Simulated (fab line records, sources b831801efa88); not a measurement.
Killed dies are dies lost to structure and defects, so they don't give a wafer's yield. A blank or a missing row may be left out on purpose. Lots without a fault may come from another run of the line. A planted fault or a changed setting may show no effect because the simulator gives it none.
One fault seen from 2 desks | flow sfq_line | each desk has only its own numbers; what lay behind them comes last

THE TOOL OWNER'S DESK: pvd_sputter-06
The tool's own readings at SFQ_TRILAYER_M2_DEP_SPUTTER_055 (material Nb, target thk 200 nm, time 133.3 s): means of the sampled wafers that have a number, for each lot that ran on this tool. A lot is out of limits, marked OUT, if its mean lies more than 4 standard deviations from the usual mean; the brackets give that distance.
Columns: A = resputter_cathode_voltage_v at SFQ_TRILAYER_M2_DEP_SPUTTER_055, usual 400 V; B = throttle_valve_pct at SFQ_TRILAYER_M2_DEP_SPUTTER_055, usual 29.8 %
lot  | first seen here | A   | B
L361 | day 28 06:21    | 398 | 29.2
L364 | day 29 05:36    | 403 | 29.7
L372 | day 33 02:25    | 403 | 29.0
L374 | day 33 08:37    | 401 | 30.0
This desk's finding: nothing out of limits on any of the 4 lots.

THE METROLOGY DESK
What the gauges read, lot by lot, whatever tool the lot ran on: means of the sampled wafers that have a number. A lot is out of limits, marked OUT, if its mean lies more than 4 standard deviations from the usual mean; the brackets give that distance.
Columns: A = I1_OVL at SFQ_I1_OVL_MEAS_913, usual -2 nm; B = M2_NB_RS at SFQ_M2_RS_MEAS_914, usual 0.885 ohm/sq; C = M2_OVL at SFQ_M2_OVL_MEAS_916, usual 4 nm; D = I2_BOW at SFQ_I2_BOW_MEAS_917, usual 1 um; E = I2_OVL at SFQ_I2_OVL_MEAS_918, usual -1 nm; F = M8_BOW at SFQ_M8_BOW_MEAS_951, usual 4 um
lot  | first seen here | A  | B                | C  | D  | E  | F
L353 | day 25 03:00    | -4 | 0.881            | 6  | 2  | 4  | 16
L361 | day 28 05:22    | 3  | 1.004 (+9.9) OUT | 11 | -3 | 2  | 1
L364 | day 29 04:37    | -4 | 0.998 (+9.4) OUT | -1 | 11 | 7  | 3
L366 | day 30 01:01    | -9 | 0.891            | -1 | -6 | 6  | -5
L372 | day 33 01:24    | 1  | 0.896            | -5 | -3 | -8 | -3
L374 | day 33 07:38    | 1  | 0.889            | 8  | 19 | -3 | 36
This desk's finding: out of limits on L361, L364; first on L361, day 28 06:26 (M2_NB_RS at SFQ_M2_RS_MEAS_914). In limits: L353, L366, L372, L374.

PUT TOGETHER
The metrology desk could have raised an alarm at day 28 06:26, on L361, L364.
The tool owner's desk saw nothing out of limits.
The tool owner's desk has L361, L364 on record, within its limits.
Of the lots named, all ran SFQ_TRILAYER_M2_DEP_SPUTTER_055 on pvd_sputter-06.

WHAT THE SIMULATOR HAD PUT IN
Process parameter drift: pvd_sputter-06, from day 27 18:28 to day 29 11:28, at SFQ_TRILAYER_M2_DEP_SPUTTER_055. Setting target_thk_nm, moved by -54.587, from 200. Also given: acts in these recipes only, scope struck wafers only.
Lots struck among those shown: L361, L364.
Hours from the fault's start to each desk's first reading out of limits: the metrology desk, 12.
